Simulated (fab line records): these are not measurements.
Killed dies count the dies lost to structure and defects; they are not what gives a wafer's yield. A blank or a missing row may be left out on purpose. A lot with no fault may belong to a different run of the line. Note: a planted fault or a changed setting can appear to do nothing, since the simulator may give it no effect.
Which tool was responsible? | flow sky130 | 41 wafers from 14 lots sampled at 4 of the route's 708 steps

== WHAT THE GAUGES SHOWED, per wafer ==
SKY_VIA4_THK_MEAS_20: measures by xrf.
lot  | measured     | on            | VIA4_W_THK (nm)
L844 | day 43 01:24 | film_metro-04 | 515 516 512
L845 | day 43 02:08 | film_metro-02 | 515 514 526
L846 | day 43 19:51 | film_metro-04 | 525 526 514
L847 | day 43 21:52 | film_metro-04 | 511 504 516
L849 | day 43 22:32 | film_metro-01 | 513 522 501
L850 | day 44 17:17 | film_metro-02 | 528 531
L852 | day 45 05:43 | film_metro-01 | 511 521 514
L853 | day 45 03:18 | film_metro-02 | 495 495 509
L861 | day 47 08:22 | film_metro-01 | 522 512 522
L863 | day 48 05:13 | film_metro-02 | 529 526 509
L865 | day 48 08:06 | film_metro-04 | 532 514 526
L864 | day 48 09:52 | film_metro-02 | 492 493 501
L866 | day 48 14:25 | film_metro-02 | 512 519 526
L867 | day 48 15:59 | film_metro-04 | 518 537 532

SKY_PASSIVATION_THK_MEAS_03.
lot  | measured     | on            | PASSIVATION_CVD_02_THK (nm)
L844 | day 44 01:35 | film_metro-01 | 536 551 541
L845 | day 44 02:55 | film_metro-03 | 531 544 543
L846 | day 44 20:23 | film_metro-03 | 551 555 547
L847 | day 44 22:14 | film_metro-03 | 529 543 534
L849 | day 44 22:57 | film_metro-04 | 536 544 556
L850 | day 45 16:29 | film_metro-03 | 530 541
L852 | day 46 05:02 | film_metro-04 | 538 546 548
L853 | day 46 02:14 | film_metro-03 | 543 538 545
L861 | day 48 04:50 | film_metro-01 | 540 539 540
L863 | day 49 00:12 | film_metro-01 | 538 550 550
L865 | day 49 03:41 | film_metro-01 | 527 536 541
L864 | day 49 05:50 | film_metro-01 | 530 521 537
L866 | day 49 11:19 | film_metro-01 | 539 551 550
L867 | day 49 12:21 | film_metro-03 | 535 549 556

== WHAT TOOL EACH LOT RAN ON (gives the tool, then ch and the chambers of the sampled wafers, and finally the start) ==
lot  | SKY_METAL3_SPUTTER_03        | SKY_VIA4_CVD_18
L844 | pvd_sputter-04, day 36 11:56 | cvd_w-01 ch 0,1, day 43 01:08
L845 | pvd_sputter-02, day 36 13:28 | cvd_w-02 ch 0,1, day 43 01:53
L846 | pvd_sputter-04, day 37 07:47 | cvd_w-01 ch 0,1, day 43 19:35
L847 | pvd_sputter-01, day 37 10:05 | cvd_w-01 ch 0,1, day 43 21:35
L849 | pvd_sputter-01, day 37 11:03 | cvd_w-02 ch 0,1, day 43 22:15
L850 | pvd_sputter-01, day 38 14:14 | cvd_w-02 ch 0,1, day 44 17:02
L852 | pvd_sputter-01, day 39 00:13 | cvd_w-02 ch 0,1, day 45 05:26
L853 | pvd_sputter-04, day 39 00:41 | cvd_w-01 ch 0,1, day 45 03:02
L861 | pvd_sputter-04, day 41 13:02 | cvd_w-02 ch 0,1, day 47 08:07
L863 | pvd_sputter-01, day 42 15:07 | cvd_w-02 ch 0,1, day 48 04:56
L865 | pvd_sputter-04, day 42 18:17 | cvd_w-02 ch 0,1, day 48 07:50
L864 | pvd_sputter-01, day 42 19:11 | cvd_w-01 ch 0,1, day 48 09:35
L866 | pvd_sputter-01, day 42 23:44 | cvd_w-02 ch 0,1, day 48 14:08
L867 | pvd_sputter-04, day 43 01:14 | cvd_w-02 ch 0,1, day 48 15:43
- SKY_METAL3_SPUTTER_03: material Ti, target thk 5 nm, time 3.3 s.
- SKY_VIA4_CVD_18: deposits W, target thk 505 nm, time 152.14 s.

== AS READ BY THE TOOLS THEMSELVES (means over the sampled wafers that have a number; for cases with no such wafer, the mark the record gives instead) ==
SKY_METAL3_SPUTTER_03.
lot  | tool           | throttle_valve_pct (%)
L844 | pvd_sputter-04 | 29.0
L845 | pvd_sputter-02 | 30.5
L846 | pvd_sputter-04 | 29.8
L847 | pvd_sputter-01 | 29.0
L849 | pvd_sputter-01 | 30.8
L850 | pvd_sputter-01 | 28.7
L852 | pvd_sputter-01 | 31.6
L853 | pvd_sputter-04 | 29.3
L861 | pvd_sputter-04 | 29.6
L863 | pvd_sputter-01 | 31.5
L865 | pvd_sputter-04 | 29.6
L864 | pvd_sputter-01 | 29.7
L866 | pvd_sputter-01 | 30.6
L867 | pvd_sputter-04 | 29.2

SKY_VIA4_CVD_18.
lot  | tool     | heater_power_w (W)
L844 | cvd_w-01 | 788
L845 | cvd_w-02 | 848
L846 | cvd_w-01 | 799
L847 | cvd_w-01 | 796
L849 | cvd_w-02 | 859
L850 | cvd_w-02 | 847
L852 | cvd_w-02 | 857
L853 | cvd_w-01 | 790
L861 | cvd_w-02 | 848
L863 | cvd_w-02 | 857
L865 | cvd_w-02 | 848
L864 | cvd_w-01 | 792
L866 | cvd_w-02 | 850
L867 | cvd_w-02 | 852

== THE ANSWER, worked out from the rows above alone ==
Rule: the lots themselves supply what counts as usual. Put in order of their means at a reading, lots are off if they are a third of the lots or fewer, leave a main group of 4 or more, and stand apart from it by a gap of 3 or more times the standard deviation of the main group's means; of several such gaps the widest counts. If all means in a main group match to the digits the tables above print for the reading, that group is not used. Also off: a lot with no number at a reading for which 4 or more lots have one. All remaining lots with rows at the step are treated as sound. Order of review: gauges by route order, followed by the tools' own readings, for which a lot's mean as printed above is used. At the first step where some lot is off, the reading lying furthest off is the one used; lots without a number count as furthest.
Across all readings shown, no lot is off: no conclusion can be drawn from this.

== WHAT THE SIMULATOR HAD INSERTED ==
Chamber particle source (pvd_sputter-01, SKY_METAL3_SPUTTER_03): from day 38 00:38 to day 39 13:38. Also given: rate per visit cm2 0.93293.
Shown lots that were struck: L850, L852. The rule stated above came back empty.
